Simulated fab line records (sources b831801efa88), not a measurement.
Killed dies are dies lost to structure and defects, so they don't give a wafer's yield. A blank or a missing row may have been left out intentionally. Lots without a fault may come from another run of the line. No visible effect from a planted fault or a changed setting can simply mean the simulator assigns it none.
fab line records	flow gf180mcu	part 1 of 2: steps 1 to 23 of 33
record lots=5	wafers=15	last-day=33
route steps=602 shown V3@439 M4@456
lots that met no fault: from a run of the same line without faults
start-h: hours from the record's opening day to when the first of the lot's shown wafers began	wait-h: hours since the lot's step before	" identical to the entry in the row above	L1.1+2: several wafers, shown together as one row	- value missing, or start not given	* or withheld: withheld	< > ~ a bound
route shown NAME@n: NAME is a module with steps in the file, n the number in the route of the first one	usual: mean/standard deviation taken from wafers without a fault	same: alike in all rows	chamber/n: place in a boat	sites: the reading at each site	_std_site: the values' standard deviation	_edge_site: outer sites' mean less inner sites'	radius-mm: for every site, how far away it sits from the centre of the wafer	mask NAME#n: copy n	behind: the last tool/chamber to shape the wafer	hold: what put the lot on hold/how long, in hours/how the hold closed	device: which transistor (n, p or np) failed to switch	end of line: the tests these same wafers got at the end of their route	where a step has no rows: the recipe by itself	killed: at the first sort, the dies lost to defects and structure; wafer yield is something else	map: a wafer's dies, marking killed ones x, the rest . and places with no die _
set.NAME: the setting as run; set.NAME@STEP: as run at that earlier step	model.NAME: the simulator's own value behind a step, which no gauge read
certain route steps with their lots: each step a table, each wafer a row
services: the hour from which a tool's chamber was out of use, counted from the record's first day as start-h (under 0 if before that day), plus the number of hours and why
## steps
# step GF_V3_SOFTBAKE_10
# recipe temp-c=130	time-s=60	resist=KrF
# usual chill-plate-temp-C=23.01/0.088
# same time-s=60
lot.wafer	tool	chamber	start-h	wait-h	chill-plate-temp-C
L077.3	litho-track-02	0	-	-	22.92
L077.4	"	0	"	"	22.93
L077.6	"	0	"	"	22.98
L076.1	litho-track-01	0	-	-	22.90
L076.4	"	0	"	"	23.05
L076.6	"	0	"	"	22.88
L085.2	litho-track-01	0	-	-	22.85
L085.3	"	0	"	"	23.09
L085.5	"	0	"	"	23.07
L091.1	litho-track-01	0	-	-	22.97
L091.2	"	0	"	"	22.93
L091.6	"	0	"	"	23.08
L094.2	litho-track-01	0	-	-	23.02
L094.3	"	0	"	"	23.14
L094.4	"	0	"	"	22.99
# step GF_V3_EXPOSE_11
# recipe mask-id=Via3	target-cd-nm=260	na=0.68	source-shape=conventional	sigma-outer=0.6	dose-mj=38
# usual exposure-dose-mJ-cm2=38.32/0.23
# same na=0.68
lot.wafer	tool	chamber	start-h	wait-h	mask	exposure-dose-mJ-cm2
L077.3	krf-scanner-02	0	-	-	Via3#0	37.88
L077.4	"	0	"	"	Via3#0	37.96
L077.6	"	0	"	"	Via3#0	37.93
L076.1	krf-scanner-02	0	-	-	Via3#0	38.00
L076.4	"	0	"	"	Via3#0	38.04
L076.6	"	0	"	"	Via3#0	38.02
L085.2	krf-scanner-01	0	-	-	Via3#0	38.45
L085.3	"	0	"	"	Via3#0	38.46
L085.5	"	0	"	"	Via3#0	38.44
L091.1	krf-scanner-01	0	-	-	Via3#0	38.47
L091.2	"	0	"	"	Via3#0	38.42
L091.6	"	0	"	"	Via3#0	38.52
L094.2	krf-scanner-01	0	-	-	Via3#0	38.49
L094.3	"	0	"	"	Via3#0	38.44
L094.4	"	0	"	"	Via3#0	38.50
# step GF_V3_PEB_12
# recipe peb-temp-c=135	peb-time-s=90	resist=KrF
# usual chill-plate-temp-C=22.99/0.094
lot.wafer	tool	chamber	start-h	wait-h	chill-plate-temp-C
L077.3	litho-track-01	0	-	-	22.94
L077.4	"	0	"	"	22.93
L077.6	"	0	"	"	22.86
L076.1	litho-track-04	0	-	-	23.00
L076.4	"	0	"	"	23.13
L076.6	"	0	"	"	22.97
L085.2	litho-track-02	0	-	-	23.00
L085.3	"	0	"	"	23.07
L085.5	"	0	"	"	23.02
L091.1	litho-track-01	0	-	-	23.01
L091.2	"	0	"	"	22.98
L091.6	"	0	"	"	22.90
L094.2	litho-track-04	0	-	-	22.92
L094.3	"	0	"	"	23.04
L094.4	"	0	"	"	23.12
# step GF_V3_DEVELOP_13
# recipe develop-time-s=60	resist=KrF	dev-temp-c=21
# usual chill-plate-temp-C=22.99/0.1
lot.wafer	tool	chamber	start-h	wait-h	chill-plate-temp-C
L077.3	litho-track-01	0	527.28	0.1	23.04
L077.4	"	0	"	"	23.05
L077.6	"	0	"	"	23.02
L076.1	litho-track-04	0	531.19	0.2	22.93
L076.4	"	0	"	"	23.07
L076.6	"	0	"	"	23.02
L085.2	litho-track-02	0	583.35	0.2	23.08
L085.3	"	0	"	"	23.10
L085.5	"	0	"	"	22.94
L091.1	litho-track-01	0	632.83	0.2	22.91
L091.2	"	0	"	"	22.96
L091.6	"	0	"	"	22.89
L094.2	litho-track-04	0	661.96	0.2	22.99
L094.3	"	0	"	"	22.92
L094.4	"	0	"	"	23.01
# step GF_V3_CD_MEAS_14
# recipe target-cd-nm=260
# usual cd-nm=260.2/1.3
lot.wafer	tool	chamber	start-h	wait-h	cd-nm
L077.3	cd-sem-02	-	527.42	0.1	259.7
L077.4	"	-	"	"	259.0
L077.6	"	-	"	"	260.3
L076.1	cd-sem-01	-	531.34	0.1	260.6
L076.4	"	-	"	"	260.7
L076.6	"	-	"	"	260.7
L085.2	cd-sem-02	-	583.50	0.1	262.0
L085.3	"	-	"	"	261.1
L085.5	"	-	"	"	261.2
L091.1	cd-sem-02	-	633.00	0.1	259.6
L091.2	"	-	"	"	260.1
L091.6	"	-	"	"	260.5
L094.2	cd-sem-01	-	662.10	0.1	261.3
L094.3	"	-	"	"	261.8
L094.4	"	-	"	"	261.2
# step GF_V3_OVL_MEAS_15
# usual V3_OVL=-1/5
lot.wafer	tool	chamber	start-h	wait-h	V3_OVL[nm]
L077.3	overlay-01	-	527.51	0.1	0
L077.4	"	-	"	"	6
L077.6	"	-	"	"	2
L076.1	overlay-02	-	531.46	0.1	7
L076.4	"	-	"	"	-5
L076.6	"	-	"	"	3
L085.2	overlay-02	-	583.60	0.1	-3
L085.3	"	-	"	"	-9
L085.5	"	-	"	"	-5
L091.1	overlay-02	-	633.12	0.1	-3
L091.2	"	-	"	"	-3
L091.6	"	-	"	"	5
L094.2	overlay-02	-	662.21	0.1	1
L094.3	"	-	"	"	4
L094.4	"	-	"	"	-1
# step GF_V3_ETCH_16
# recipe chemistry=N2/H2	target-depth-a=withheld	overetch-a=withheld	time-s=withheld	target=BARC	ion-energy-ev=200	source-w=500	bias-w=100	pressure-mtorr=30	n2-flow-sccm=100	h2-flow-sccm=200
# usual drypump-motor-current-A=5.8/0.49	oes-product-au=0.856/0.0047	throttle-valve-pct=13.225/0.01
lot.wafer	tool	chamber	start-h	wait-h	drypump-motor-current-A	oes-product-au	throttle-valve-pct
L077.3	rie-diel-02	2	527.54	0.0	5.7	0.858	13.225
L077.4	"	3	"	"	6.1	0.853	13.248
L077.6	"	0	"	"	6.0	0.854	13.231
L076.1	rie-diel-02	3	531.49	0.0	6.1	0.859	13.224
L076.4	"	3	"	"	6.1	0.856	13.231
L076.6	"	3	"	"	6.1	0.849	13.221
L085.2	rie-diel-04	2	583.63	0.0	6.4	0.842	13.235
L085.3	"	0	"	"	5.0	0.857	13.225
L085.5	"	3	"	"	5.6	0.858	13.235
L091.1	rie-diel-03	2	633.16	0.0	6.4	0.859	13.230
L091.2	"	3	"	"	5.8	0.859	13.231
L091.6	"	0	"	"	5.3	0.853	13.215
L094.2	rie-diel-03	3	662.24	0.0	5.8	0.864	13.229
L094.3	"	1	"	"	5.7	0.862	13.228
L094.4	"	2	"	"	6.3	0.861	13.233
# step GF_V3_ETCH_17
# recipe chemistry=C4F8/O2/Ar	mask-material=KrF	target=SiO2	stop-on=TiN	source-w=1500	bias-w=1200	pressure-mtorr=40	c4f8-flow-sccm=withheld	O2_flow_sccm=6	Ar_flow_sccm=300	time-s=withheld	target-depth-a=6350
# usual oes-product-au=0.855/0.0045
lot.wafer	tool	chamber	start-h	wait-h	oes-product-au
L077.3	rie-diel-02	2	-	-	0.862
L077.4	"	3	"	"	0.849
L077.6	"	0	"	"	0.859
L076.1	rie-diel-02	3	-	-	0.856
L076.4	"	3	"	"	0.857
L076.6	"	3	"	"	0.854
L085.2	rie-diel-04	2	-	-	0.846
L085.3	"	0	"	"	0.854
L085.5	"	3	"	"	0.855
L091.1	rie-diel-03	2	-	-	0.857
L091.2	"	3	"	"	0.862
L091.6	"	0	"	"	0.853
L094.2	rie-diel-03	3	-	-	0.848
L094.3	"	1	"	"	0.860
L094.4	"	2	"	"	0.857
# step GF_V3_STRIP_18
# recipe chemistry=O2/N2	power-w=1400	pressure-mtorr=1500	platen-temp-c=250	o2-flow-sccm=3000	n2-flow-sccm=300	overash-fraction=0.5
# usual drypump-motor-current-A=5.6/0.51	heater-power-w=333/39	oes-product-au=0.592/0.005
lot.wafer	tool	chamber	start-h	wait-h	drypump-motor-current-A	heater-power-w	oes-product-au	rf-hours-counter-h
L077.3	plasma-asher-01	0	527.70	-	5.2	320	0.602	-
L077.4	"	1	"	"	5.0	296	0.593	-
L077.6	"	0	"	"	5.2	317	0.592	-
L076.1	plasma-asher-01	1	531.69	-	4.9	283	0.583	77
L076.4	"	1	"	"	4.9	288	0.596	-
L076.6	"	0	"	"	5.2	308	0.594	-
L085.2	plasma-asher-01	1	583.76	-	5.0	285	0.598	82
L085.3	"	0	"	"	5.2	317	0.600	-
L085.5	"	0	"	"	5.2	307	0.594	-
L091.1	plasma-asher-01	1	633.28	-	5.0	300	0.591	88
L091.2	"	0	"	"	5.2	319	0.580	88
L091.6	"	1	"	"	5.0	285	0.589	-
L094.2	plasma-asher-02	1	662.37	-	6.0	327	0.590	52
L094.3	"	1	"	"	6.0	335	0.587	-
L094.4	"	0	"	"	6.2	420	0.598	-
# step GF_V3_STRIP_19
# recipe chemistry=post-etch-residue-remover	time-s=1200	temp-c=72.5
# same time-s=1200
lot.wafer	tool	chamber	start-h	wait-h
L077.3+4+6	wet-bench-04	1	527.77	0.0
L076.1+4+6	wet-bench-04	0	531.79	0.1
L085.2+3+5	wet-bench-03	2	583.86	0.1
L091.1+2+6	wet-bench-04	1	633.38	0.1
L094.2+3+4	wet-bench-04	3	662.47	0.1
# step GF_V3_CLEAN_20
# recipe chemistry=DIW	dry=n2-spin
lot.wafer	tool	chamber	start-h	wait-h
L077.3+4+6	wet-bench-04	0	528.14	0.0
L076.1+4+6	wet-bench-01	1	532.16	0.0
L085.2+3+5	wet-bench-04	1	584.20	0.0
L091.1+2+6	wet-bench-04	1	633.76	0.0
L094.2+3+4	wet-bench-01	0	662.81	0.0
# step GF_V3_SPUTTER_21
# recipe material=Ti	target-thk-nm=15	chamber-pressure-pa=5	power-w=2500	substrate-temp-c=200	time-s=80.02
# usual cathode-dc-power-W=2500.0/0.46	throttle-valve-pct=30.7/0.96
# same time-s=80.02
lot.wafer	tool	chamber	start-h	wait-h	cathode-dc-power-W	throttle-valve-pct
L077.3	pvd-sputter-01	-	528.24	0.0	2499.6	31.9
L077.4	"	-	"	"	2500.7	31.8
L077.6	"	-	"	"	2499.7	31.7
L076.1	pvd-sputter-02	-	532.25	0.0	2500.0	30.9
L076.4	"	-	"	"	2500.0	29.9
L076.6	"	-	"	"	2500.7	29.1
L085.2	pvd-sputter-02	-	584.29	0.0	2499.6	29.8
L085.3	"	-	"	"	2500.1	29.1
L085.5	"	-	"	"	2500.3	29.8
L091.1	pvd-sputter-04	-	633.86	0.0	2500.3	29.1
L091.2	"	-	"	"	2499.7	30.7
L091.6	"	-	"	"	2500.2	28.9
L094.2	pvd-sputter-04	-	662.90	0.0	2499.6	30.6
L094.3	"	-	"	"	2500.5	30.9
L094.4	"	-	"	"	2500.4	30.3
# step GF_V3_SPUTTER_22
# recipe material=TiN	target-thk-nm=10	chamber-pressure-pa=5	power-w=4000	time-s=40
# usual cathode-dc-power-W=4000.0/0.69	throttle-valve-pct=30.7/0.93
# same time-s=40
lot.wafer	tool	chamber	start-h	wait-h	cathode-dc-power-W	throttle-valve-pct
L077.3	pvd-sputter-01	-	528.30	0.0	4000.1	31.8
L077.4	"	-	"	"	3999.9	31.2
L077.6	"	-	"	"	3999.8	31.3
L076.1	pvd-sputter-02	-	532.31	0.0	3998.9	30.8
L076.4	"	-	"	"	4000.3	29.9
L076.6	"	-	"	"	4000.5	29.1
L085.2	pvd-sputter-02	-	584.36	0.0	4000.5	30.3
L085.3	"	-	"	"	3999.7	29.2
L085.5	"	-	"	"	3999.5	30.0
L091.1	pvd-sputter-04	-	633.92	0.0	4000.2	28.7
L091.2	"	-	"	"	4000.1	31.0
L091.6	"	-	"	"	3999.4	29.1
L094.2	pvd-sputter-04	-	662.96	0.0	4001.0	30.6
L094.3	"	-	"	"	3999.4	31.0
L094.4	"	-	"	"	4001.4	30.6
# step GF_V3_CVD_23
# recipe material=W	target-thk-nm=350	time-s=104.9	temp-c=400	pressure-torr=40
# usual chamber-pressure-Torr=40.00/0.08	heater-power-outer-w=551/49	heater-power-w=890/88
# same time-s=104.9
lot.wafer	tool	chamber	start-h	wait-h	chamber-pressure-Torr	heater-power-outer-w	heater-power-w	since-wet-clean-h
L077.3	cvd-w-01	1	528.38	0.1	39.95	495	820	-
L077.4	"	0	"	"	40.08	640	1001	-
L077.6	"	1	"	"	39.98	500	834	-
L076.1	cvd-w-01	0	532.35	0.0	39.96	634	1033	628
L076.4	"	0	"	"	39.99	628	1002	-
L076.6	"	0	"	"	39.98	647	993	-
L085.2	cvd-w-01	0	584.39	0.0	40.02	624	1029	680
L085.3	"	1	"	"	39.95	518	827	-
L085.5	"	1	"	"	39.92	492	842	-
L091.1	cvd-w-02	1	634.02	0.1	39.95	518	799	230
L091.2	"	0	"	"	40.06	556	915	230
L091.6	"	1	"	"	39.98	519	819	-
L094.2	cvd-w-01	0	663.00	0.0	40.00	617	1016	759
L094.3	"	0	"	"	40.06	621	1001	-
L094.4	"	1	"	"	40.03	503	820	-
# step GF_V3_RS_MEAS_24
# recipe thk-meas-gauge=four-point-probe	reads=W_of_V3_CVD_23+TiN_of_V3_SPUTTER_22+Ti_of_V3_SPUTTER_21
# usual V3_W_RS=0.327/0.0037
lot.wafer	tool	chamber	start-h	wait-h	V3_W_RS[ohm/sq]
L077.3	film-metro-02	-	528.49	0.1	0.326
L077.4	"	-	"	"	0.324
L077.6	"	-	"	"	0.330
L076.1	film-metro-02	-	532.51	0.1	0.322
L076.4	"	-	"	"	0.326
L076.6	"	-	"	"	0.327
L085.2	film-metro-04	-	584.53	0.1	0.324
L085.3	"	-	"	"	0.325
L085.5	"	-	"	"	0.329
L091.1	film-metro-04	-	634.13	0.1	0.333
L091.2	"	-	"	"	0.330
L091.6	"	-	"	"	0.335
L094.2	film-metro-04	-	663.14	0.1	0.322
L094.3	"	-	"	"	0.321
L094.4	"	-	"	"	0.327
# step GF_V3_THK_MEAS_25
# recipe thk-meas-gauge=xrf	reads=W_of_V3_CVD_23
# usual V3_W_THK=346/5.2
lot.wafer	tool	chamber	start-h	wait-h	V3_W_THK[nm]
L077.3	film-metro-02	-	528.59	0.1	348
L077.4	"	-	"	"	354
L077.6	"	-	"	"	344
L076.1	film-metro-02	-	532.63	0.1	354
L076.4	"	-	"	"	352
L076.6	"	-	"	"	349
L085.2	film-metro-04	-	584.64	0.1	348
L085.3	"	-	"	"	345
L085.5	"	-	"	"	342
L091.1	film-metro-04	-	634.25	0.1	340
L091.2	"	-	"	"	341
L091.6	"	-	"	"	338
L094.2	film-metro-04	-	663.25	0.1	347
L094.3	"	-	"	"	348
L094.4	"	-	"	"	343
# step GF_V3_CMP_26
# recipe stop-on=SiO2	down-force-psi=3.5	platen-rpm=60	t-overpolish-s=15	target-thk-nm=0	pad-velocity-m-s=0.94248
# usual motor-current-A=11.4/1	overpolish-run-s=15.000/0.0092	slurry-filter-dp-kPa=13.50/0.13	time-to-endpoint-s=84/4.5
lot.wafer	tool	chamber	start-h	wait-h	motor-current-A	overpolish-run-s	slurry-filter-dp-kPa	time-to-endpoint-s
L077.3	cmp-02	1	528.63	0.0	11.4	14.998	13.75	78
L077.4	"	3	"	"	13.0	15.006	13.33	81
L077.6	"	2	"	"	10.4	15.008	13.58	77
L076.1	cmp-01	0	532.69	0.1	11.6	15.009	13.70	83
L076.4	"	1	"	"	12.5	15.016	13.53	78
L076.6	"	0	"	"	12.0	14.997	13.64	83
L085.2	cmp-02	0	584.74	0.1	10.6	14.996	13.31	88
L085.3	"	1	"	"	11.7	14.993	13.48	82
L085.5	"	0	"	"	10.4	15.012	13.68	89
L091.2	cmp-02	3	634.31	0.0	13.0	15.001	13.74	78
L091.1	"	1	"	"	12.7	15.004	13.55	76
L091.6	"	3	"	"	13.1	15.006	13.49	74
L094.3	cmp-01	1	663.41	0.1	12.1	14.987	13.49	83
L094.2	"	2	"	"	10.2	14.992	13.46	86
L094.4	"	3	"	"	9.9	15.005	13.41	89
# step GF_M4_SPUTTER_00
# recipe material=Ti	target-thk-nm=37.5	arriving-ion-energy-ev=80	substrate-temp-c=200	chamber-pressure-pa=2	power-w=4000	time-s=150
# usual cathode-dc-power-W=4000.0/0.72	throttle-valve-pct=30.5/1.3
# same time-s=150
lot.wafer	tool	chamber	start-h	wait-h	cathode-dc-power-W	throttle-valve-pct
L077.3	pvd-sputter-04	-	528.93	0.2	3999.3	32.2
L077.4	"	-	"	"	4000.8	28.8
L077.6	"	-	"	"	3999.8	30.4
L076.1	pvd-sputter-04	-	532.99	0.2	4001.3	29.0
L076.4	"	-	"	"	4000.9	32.1
L076.6	"	-	"	"	3999.6	28.8
L085.2	pvd-sputter-04	-	584.99	0.2	4000.3	32.5
L085.3	"	-	"	"	3998.9	28.9
L085.5	"	-	"	"	3999.3	28.9
L091.1	pvd-sputter-03	-	634.61	0.1	4000.3	31.2
L091.2	"	-	"	"	3998.8	32.3
L091.6	"	-	"	"	3998.8	28.5
L094.2	pvd-sputter-03	-	663.71	0.2	4000.0	30.5
L094.3	"	-	"	"	4000.6	31.0
L094.4	"	-	"	"	4000.0	29.0
# step GF_M4_SPUTTER_01
# recipe material=TiN	target-thk-nm=30	power-w=6500	time-s=25	chamber-pressure-pa=0.4
# usual cathode-dc-power-W=6499.9/1.3	throttle-valve-pct=30.5/1.3
# same time-s=25
lot.wafer	tool	chamber	start-h	wait-h	cathode-dc-power-W	throttle-valve-pct
L077.3	pvd-sputter-04	-	529.03	0.1	6500.2	32.3
L077.4	"	-	"	"	6498.8	28.7
L077.6	"	-	"	"	6500.1	30.7
L076.1	pvd-sputter-04	-	533.09	0.1	6499.8	29.0
L076.4	"	-	"	"	6500.7	32.4
L076.6	"	-	"	"	6500.6	29.3
L085.2	pvd-sputter-04	-	585.09	0.1	6498.2	32.2
L085.3	"	-	"	"	6498.6	28.7
L085.5	"	-	"	"	6497.9	28.8
L091.1	pvd-sputter-03	-	634.71	0.1	6498.7	31.3
L091.2	"	-	"	"	6499.5	32.3
L091.6	"	-	"	"	6499.3	28.7
L094.2	pvd-sputter-03	-	663.81	0.1	6499.5	30.7
L094.3	"	-	"	"	6501.1	31.3
L094.4	"	-	"	"	6501.0	28.8
# step GF_M4_SPUTTER_02
# recipe material=AlCu	target-thk-nm=450	power-w=10600	time-s=23.9	chamber-pressure-pa=0.4
# usual cathode-dc-power-W=10600/1.9	throttle-valve-pct=30.5/1.3
# same time-s=23.9
lot.wafer	tool	chamber	start-h	wait-h	cathode-dc-power-W	throttle-valve-pct
L077.3	pvd-sputter-04	-	529.06	0.0	10600	32.4
L077.4	"	-	"	"	10598	29.0
L077.6	"	-	"	"	10599	30.6
L076.1	pvd-sputter-04	-	533.12	0.0	10602	29.2
L076.4	"	-	"	"	10601	32.0
L076.6	"	-	"	"	10603	29.0
L085.2	pvd-sputter-04	-	585.12	0.0	10600	32.0
L085.3	"	-	"	"	10599	29.1
L085.5	"	-	"	"	10604	29.1
L091.1	pvd-sputter-03	-	634.74	0.0	10602	31.2
L091.2	"	-	"	"	10599	32.6
L091.6	"	-	"	"	10598	28.5
L094.2	pvd-sputter-03	-	663.84	0.0	10600	30.9
L094.3	"	-	"	"	10602	31.3
L094.4	"	-	"	"	10599	28.5
# step GF_M4_SPUTTER_03
# recipe material=Ti	target-thk-nm=10	substrate-temp-c=300	chamber-pressure-pa=0.3	power-w=3000	time-s=6.7
# usual cathode-dc-power-W=3000.0/0.49	throttle-valve-pct=30.5/1.3
# same time-s=6.7
lot.wafer	tool	chamber	start-h	wait-h	cathode-dc-power-W	throttle-valve-pct
L077.3	pvd-sputter-04	-	529.09	0.0	2999.3	32.1
L077.4	"	-	"	"	3000.2	28.7
L077.6	"	-	"	"	2999.7	30.3
L076.1	pvd-sputter-04	-	533.15	0.0	3000.2	28.7
L076.4	"	-	"	"	2999.4	32.2
L076.6	"	-	"	"	2999.1	28.8
L085.2	pvd-sputter-04	-	585.15	0.0	3000.5	32.3
L085.3	"	-	"	"	2999.2	28.7
L085.5	"	-	"	"	3000.0	28.9
L091.1	pvd-sputter-03	-	634.77	0.0	3000.3	31.2
L091.2	"	-	"	"	2999.6	32.3
L091.6	"	-	"	"	2999.8	28.4
L094.2	pvd-sputter-03	-	663.87	0.0	2999.9	30.8
L094.3	"	-	"	"	3000.1	31.1
L094.4	"	-	"	"	3000.8	28.4
# step GF_M4_SPUTTER_04
# recipe material=TiN	target-thk-nm=50	power-w=6500	time-s=41.7	chamber-pressure-pa=0.4
# usual cathode-dc-power-W=6499.8/1.2	throttle-valve-pct=30.5/1.2
# same time-s=41.7
lot.wafer	tool	chamber	start-h	wait-h	cathode-dc-power-W	throttle-valve-pct
L077.3	pvd-sputter-04	-	529.11	0.0	6500.5	32.4
L077.4	"	-	"	"	6499.5	28.8
L077.6	"	-	"	"	6500.2	30.4
L076.1	pvd-sputter-04	-	533.17	0.0	6500.5	28.7
L076.4	"	-	"	"	6499.9	32.2
L076.6	"	-	"	"	6499.0	29.1
L085.2	pvd-sputter-04	-	585.17	0.0	6501.2	32.4
L085.3	"	-	"	"	6499.4	28.9
L085.5	"	-	"	"	6500.8	29.0
L091.1	pvd-sputter-03	-	634.79	0.0	6500.0	31.2
L091.2	"	-	"	"	6498.9	32.3
L091.6	"	-	"	"	6500.1	28.9
L094.2	pvd-sputter-03	-	663.89	0.0	6500.0	31.0
L094.3	"	-	"	"	6499.9	31.3
L094.4	"	-	"	"	6501.1	28.6
# step GF_M4_RS_MEAS_05
# recipe thk-meas-gauge=four-point-probe	reads=TiN_of_M4_SPUTTER_04+Ti_of_M4_SPUTTER_03+AlCu_of_M4_SPUTTER_02+TiN_of_M4_SPUTTER_01+Ti_of_M4_SPUTTER_00
# usual M4_ALCU_RS=0.0704/0.0009
lot.wafer	tool	chamber	start-h	wait-h	M4_ALCU_RS[ohm/sq]
L077.3	film-metro-02	-	529.19	0.1	0.0705
L077.4	"	-	"	"	0.0700
L077.6	"	-	"	"	0.0703
L076.1	film-metro-03	-	533.21	0.0	0.0690
L076.4	"	-	"	"	0.0694
L076.6	"	-	"	"	0.0692
L085.2	film-metro-04	-	585.23	0.0	0.0701
L085.3	"	-	"	"	0.0702
L085.5	"	-	"	"	0.0701
L091.1	film-metro-02	-	634.83	0.0	0.0702
L091.2	"	-	"	"	0.0703
L091.6	"	-	"	"	0.0703
L094.2	film-metro-04	-	663.95	0.0	0.0711
L094.3	"	-	"	"	0.0708
L094.4	"	-	"	"	0.0707
